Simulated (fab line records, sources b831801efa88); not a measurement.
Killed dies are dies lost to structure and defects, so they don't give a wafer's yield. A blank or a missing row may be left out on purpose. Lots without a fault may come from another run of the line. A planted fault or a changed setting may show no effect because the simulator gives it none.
A struck lot beside a sound one | flow sky130 | 17 steps out of a route of 708
Sound: wafers L706.1, L706.2, L706.4. Struck: wafer L714.6. (L714.5 of the same lot was not struck and is left out.) The cause comes at the end.
At each step with rows: each side's tool, then ch and its chambers, then its first start. Under that, the readings that differ: sound wafers | struck wafers | difference of the means | sigmas: that difference in standard deviations of wafers without a fault.
alike: readings whose means differ by less than 2 such deviations, and words and numbers that are the same on both sides. not compared: withheld readings, readings that some wafer has no value for, bounds like >300 that may hide the same value, and numbers for which the record gives no deviation and whose values overlap.
The two part at a step that has a row with sigmas, a row that says differs or no value, or rows on one side only. Numbers that don't overlap but have no deviation are shown without sigmas and don't part them. A reading that every wafer of one side lacks parts them only if that side has two wafers or more.

first, 1 step without rows for these wafers: SKY_FIELD_ISO_DEVELOP_12 (develop time 60 s).
SKY_FIELD_ISO_CD_MEAS_13: target cd 150 nm.
  sound on cd_sem-01, day 2 18:00; struck on cd_sem-02, day 4 11:23
  alike: cd_nm
SKY_FIELD_ISO_ETCH_14: etches BARC in N2/H2, stops on SiO2, time 45.9 s, target depth 60 nm.
  sound on rie_diel-02 ch 0,2, day 2 18:07; struck on rie_diel-02 ch 3, day 4 11:26
  alike: drypump_motor_current_A, oes_product_au, throttle_valve_pct
  not compared: rf_hours_counter_h
SKY_FIELD_ISO_ETCH_15: etches the open film in CHF3/O2, stops on Si, target depth 180 nm, time 72 s.
  sound on rie_diel-02 ch 0,2, day 2 18:10; struck on rie_diel-02 ch 3, day 4 11:29
  alike: drypump_motor_current_A, oes_product_au, throttle_valve_pct
  not compared: rf_hours_counter_h
SKY_FIELD_ISO_STRIP_16: strips in O2/N2.
  sound on plasma_asher-03 ch 0,1, day 2 18:13; struck on plasma_asher-02 ch 1, day 4 11:35
  alike: drypump_motor_current_A, oes_product_au, strip_time_to_endpoint_s
  not compared: rf_hours_counter_h
SKY_FIELD_ISO_ETCH_17: etches Si in HBr/Cl2/O2, target depth 342 nm, time 97.7 s.
  sound on rie_si-01 ch 0,1,3, day 2 18:19; struck on rie_si-01 ch 2, day 4 11:40
  reading                     | sound       | struck | difference | sigmas
  drypump_motor_current_A (A) | 5.6 6.2 5.7 | 4.7    | -1.1       | -2
  alike: he_backside_leak_sccm, oes_product_au, throttle_valve_pct
  not compared: rf_hours_counter_h
then, 5 steps without rows for these wafers: SKY_FIELD_ISO_WET_ETCH_18 (etches Si3N4 in H3PO4, target depth 25 nm, time 286 s); SKY_FIELD_ISO_CLEAN_19 (cleans in SC1/SC2, time 150 s); SKY_FIELD_ISO_CLEAN_20 (cleans in dHF, time 20 s); SKY_FIELD_ISO_WET_ETCH_21 (etches SiO2 in dHF, target depth 20 nm, time 400 s); SKY_FIELD_ISO_OXIDATION_22 (stabilise 600 s, purge 300 s, target thk 10 nm).
SKY_FIELD_ISO_THK_MEAS_23:
  sound on film_metro-01, day 2 19:50; struck on film_metro-02, day 4 13:11
  alike: FIELD_ISO_OXIDATION_01_THK
SKY_FIELD_ISO_CVD_24: deposits SiO2, target thk 595 nm, time 99.2 s.
  sound on hdpcvd-01 ch 0,1,2, day 2 19:53; struck on hdpcvd-02 ch 2, day 4 13:14
  reading                                    | sound             | struck | difference | sigmas
  model.SiO2_of_FIELD_ISO_CVD_24.thk_nm (nm) | 594.1 597.9 591.4 | 1043   | +449       |
SKY_FIELD_ISO_THK_MEAS_25:
  sound on film_metro-03, day 2 19:58; struck on film_metro-01, day 4 13:19
  reading                   | sound       | struck | difference | sigmas
  FIELD_ISO_CVD_24_THK (nm) | 594 597 591 | 1044   | +450       | +75
then, 1 step without rows for these wafers: SKY_FIELD_ISO_ANNEAL_26 (time 1800 s).
SKY_FIELD_ISO_CMP_27: polishes, stops on Si3N4, t overpolish 16 s, target thk 457.8 nm.
  sound on cmp-01 ch 1,2,3, day 2 21:31; struck on cmp-01 ch 2, day 4 16:20
  reading                | sound       | struck | difference | sigmas
  time_to_endpoint_s (s) | 118 123 120 | 188    | +68        | +19
  alike: head_pressure_psi, motor_current_A
then, 1 step without rows for these wafers: SKY_FIELD_ISO_WET_ETCH_28 (etches SiO2 in dHF, target depth 23.7 nm, time 47 s).

WHERE THEY PART
First at SKY_FIELD_ISO_ETCH_17; last, within this record, at SKY_FIELD_ISO_CMP_27.

WHY: what the simulator had put in
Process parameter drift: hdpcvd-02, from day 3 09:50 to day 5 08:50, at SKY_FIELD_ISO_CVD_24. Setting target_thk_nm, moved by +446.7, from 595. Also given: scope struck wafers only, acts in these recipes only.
